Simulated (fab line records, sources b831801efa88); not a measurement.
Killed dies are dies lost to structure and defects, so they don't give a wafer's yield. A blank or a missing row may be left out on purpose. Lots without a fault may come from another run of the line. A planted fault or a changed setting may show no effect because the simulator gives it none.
Problem report in the 8D (eight disciplines) form, filled by code | flow gf180mcu | the parts of the form that need people (team, actions taken, sign-off) are left out

1. THE PROBLEM
SALICIDE_TIN_RS at GF_SALICIDE_RS_MEAS_04 reads a mean of 25.2 ohm/sq on 6 wafers of 2 lots; wafers without a fault read 16.1 ohm/sq with a standard deviation of 0.35. That is +26 standard deviations from the usual mean.
The step: measures by four-point-probe.
First seen on wafer L753.1, day 20 13:26, on film_metro-03. The record holds 42 wafers of 14 lots with a number at this step. Rule for "out", or "out of limits": more than 4 standard deviations from the usual mean. The other wafers with a number count as sound.

2. WHAT IT IS AND WHAT IT IS NOT
question                    | is                           | is not
which readings at this step | SALICIDE_TIN_RS              | -
which lots                  | L753, L755                   | L740, L741, L742, L743, L744, L746, L748, L749, L750, L752, L754, L760
which wafers of those lots  | all that have a number       | -
read on which gauges        | film_metro-02, film_metro-03 | film_metro-04
when                        | from day 20 13:26            | up to then (30 sound wafers); but 6 sound wafers of L754, L760 came after

3. SUSPECTS, AND WHAT RULES EACH OUT
Counting: a tool at a process step up to the reading stays a suspect if it ran every lot that is out and no sound lot after the first of them.
- the gauge at GF_SALICIDE_RS_MEAS_04: ruled out. The wafers that are out were read on 2 gauges (film_metro-02, film_metro-03).
- rtp_anneal-02 at GF_PSD_RTA_13 (time 20 s): ruled out as a lasting fault. Sound lots L754, L760 ran on it after its first lot that is out, L753 (day 19 12:23).
- pvd_sputter-03 at GF_SALICIDE_SPUTTER_02 (material Co, target thk 10 nm, time 20 s): kept. It ran every lot that is out, first L753 (day 20 13:23), and no sound lot after that; its last sound lot up to then is L750 (day 19 11:28).
- pvd_sputter-03 at GF_SALICIDE_SPUTTER_03 (material TiN, target thk 20 nm, time 16.7 s): kept. It ran every lot that is out, first L753 (day 20 13:25), and no sound lot after that; its last sound lot up to then is L750 (day 19 11:29).
Left after counting: pvd_sputter-03 at GF_SALICIDE_SPUTTER_02, pvd_sputter-03 at GF_SALICIDE_SPUTTER_03.

4. THE CAUSE (what the simulator had put in)
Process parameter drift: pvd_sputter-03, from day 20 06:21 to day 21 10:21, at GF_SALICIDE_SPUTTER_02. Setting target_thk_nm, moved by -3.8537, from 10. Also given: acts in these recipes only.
Counting left 2 suspects, and this tool is among them.

5. THE CHAIN OF EFFECTS, in route order
Each row: a reading whose mean over the struck wafers that have a number lies more than 3 standard deviations from the usual. Only readings for which the record gives a usual standard deviation are gone through. hours: the time from each lot's start at the first step in this table that gives one to its start at this step, as a median over the lots. sigmas: the change in usual standard deviations.
hours | step                   | reading         | usual       | on struck wafers | change | sigmas
0     | GF_SALICIDE_RS_MEAS_04 | SALICIDE_TIN_RS | 16.1 ohm/sq | 25.2             | +9.1   | +26

6. WHAT WOULD HAVE CAUGHT IT SOONER
In this record the first reading out of limits at a measuring or inspecting step was taken at day 20 13:26, 7 hours after the fault began at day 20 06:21.
Of the tool readings at GF_SALICIDE_SPUTTER_02 for which the record gives a usual standard deviation, none was out on any struck wafer, so an alarm limit of 4 standard deviations on them would not have fired.
Of the lots that are out (2), L755 began GF_SALICIDE_SPUTTER_02 on pvd_sputter-03 after day 20 13:26. A hold on the tool at that time would have spared it.
